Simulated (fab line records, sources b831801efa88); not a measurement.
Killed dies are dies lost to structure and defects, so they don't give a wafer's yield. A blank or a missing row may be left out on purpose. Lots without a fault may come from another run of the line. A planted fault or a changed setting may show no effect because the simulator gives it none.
A struck lot beside a sound one | flow sky130 | 16 steps out of a route of 708
Sound: wafers L251.2, L251.3, L251.5. Struck: wafers L255.4, L255.5. The cause comes at the end.
At each step with rows: each side's tool, then ch and its chambers, then its first start. Under that, the readings that differ: sound wafers | struck wafers | difference of the means | sigmas: that difference in standard deviations of wafers without a fault.
alike: readings whose means differ by less than 2 such deviations, and words and numbers that are the same on both sides. not compared: withheld readings, readings that some wafer has no value for, bounds like >300 that may hide the same value, and numbers for which the record gives no deviation and whose values overlap.
The two part at a step that has a row with sigmas, a row that says differs or no value, or rows on one side only. Numbers that don't overlap but have no deviation are shown without sigmas and don't part them. A reading that every wafer of one side lacks parts them only if that side has two wafers or more.

SKY_VIA3_BOW_MEAS_03:
  sound on film_metro-03, day 37 07:19; struck on film_metro-02, day 40 04:56
  alike: VIA3_BOW
then, 8 steps without rows for these wafers: SKY_VIA3_DEHYDRATE_04 (time 60 s); SKY_VIA3_HMDS_05 (prime time 60 s); SKY_VIA3_COAT_06 (resist thk 60 nm); SKY_VIA3_COAT_07 (resist thk 450 nm); SKY_VIA3_SOFTBAKE_08 (time 90 s); SKY_VIA3_EXPOSE_09 (exposes mask VIM3, target cd 200 nm); SKY_VIA3_PEB_10; SKY_VIA3_DEVELOP_11 (develop time 60 s).
SKY_VIA3_CD_MEAS_12: target cd 200 nm.
  sound on cd_sem-01, day 38 08:11; struck on cd_sem-02, day 41 05:17
  alike: cd_nm
SKY_VIA3_OVL_MEAS_13:
  sound on overlay-01, day 38 08:17; struck on overlay-01, day 41 05:22
  alike: VIA3_OVL
SKY_VIA3_ETCH_14: etches BARC in N2/H2, stops on SiO2, time 45.9 s, target depth 60 nm.
  sound on rie_diel-04 ch 0,1, day 38 08:19; struck on rie_diel-04 ch 1,3, day 41 05:24
  alike: drypump_motor_current_A, oes_product_au, run_length_s, throttle_valve_pct
  not compared: rf_hours_counter_h
SKY_VIA3_ETCH_15: etches SiO2 in C4F8/O2/Ar, stops on TiN, target depth 507 nm, time 78 s.
  sound on rie_diel-04 ch 0,1, day 38 08:22; struck on rie_diel-04 ch 1,3, day 41 05:27
  reading                                     | sound             | struck      | difference | sigmas
  oes_product_au (a.u.)                       | 0.947 0.944 0.946 | 1.003 1.008 | +0.060     | +12
  run_length_s (s)                            | 106.3 106.3 106.2 | 97.7 98.1   | -8.4       | -16
  model.VIA3.feature_depth_nm (nm)            | 464.6 465.2 463.2 | 452 451.2   | -13        |
  model.etch.depth_nm (nm)                    | 464.6 465.2 463.2 | 452 451.2   | -13        |
  model.KrF-thick_of_VIA3_COAT_07.thk_nm (nm) | 290.3 291.6 291.6 | 302.6 303   | +11.6      |
  not compared: rf_hours_counter_h
SKY_VIA3_STRIP_16: strips in O2/N2.
  sound on plasma_asher-02 ch 0,1, day 38 08:25; struck on plasma_asher-04 ch 0,1, day 41 05:31
  reading                      | sound             | struck      | difference | sigmas
  strip_time_to_endpoint_s (s) | 4.122 4.129 4.130 | 4.246 4.247 | +0.120     | +7
  alike: drypump_motor_current_A, oes_product_au
  not compared: rf_hours_counter_h
then, 1 step without rows for these wafers: SKY_VIA3_STRIP_17 (strips in post etch residue remover, time 1200 s).
-- the record jumps here: 6 days lie between the struck wafers' starts before and after (it left off in module VIA3 and takes up again in module PAD_OPEN, whose first step shown is number 708 of the route) --
SKY_PAD_OPEN_PROBE_99:
  sound on prober-02, day 44 18:47; struck on prober-02, day 47 03:51
  reading                               | sound            | struck             | difference | sigmas
  defect_limited_yield (%)              | 79.3 80.3 78.7   | 84.1 83.1          | +4.2       | +2
  killed_at_contacts                    | 33 35 23         | 22 13              | -13        | -3
  killed_dies                           | 102 97 105       | 78 83              | -21        | -2
  killed_short                          | 49 39 56         | 29 39              | -14        | -2
  model.etest.tester.sort_bin_5_pct (%) | 12.4 10.98 11.79 | 13.21 14.23        | +2.00      |
  model.etest.via3_chain.rc_ohm         | 9.78 9.154 9.654 | 10.46 10.57        | +0.99      |
  model.etest.tester.sort_bin_8_pct (%) | 0 0 0            | 7.299e-05 0.001292 | +6.825e-04 |
  alike: killed_at_M0_to_M3, killed_at_M4_up, killed_at_front_end, killed_at_other, killed_open
  not compared: model.etest.tester.sort_n_pass, model.etest.tester.sort_yield_pct

WHERE THEY PART
First at SKY_VIA3_ETCH_15; last, within this record, at SKY_PAD_OPEN_PROBE_99.

WHY: what the simulator had put in
Process parameter drift: rie_diel-04, from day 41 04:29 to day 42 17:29, at SKY_VIA3_ETCH_15. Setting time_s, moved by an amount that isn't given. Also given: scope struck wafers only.
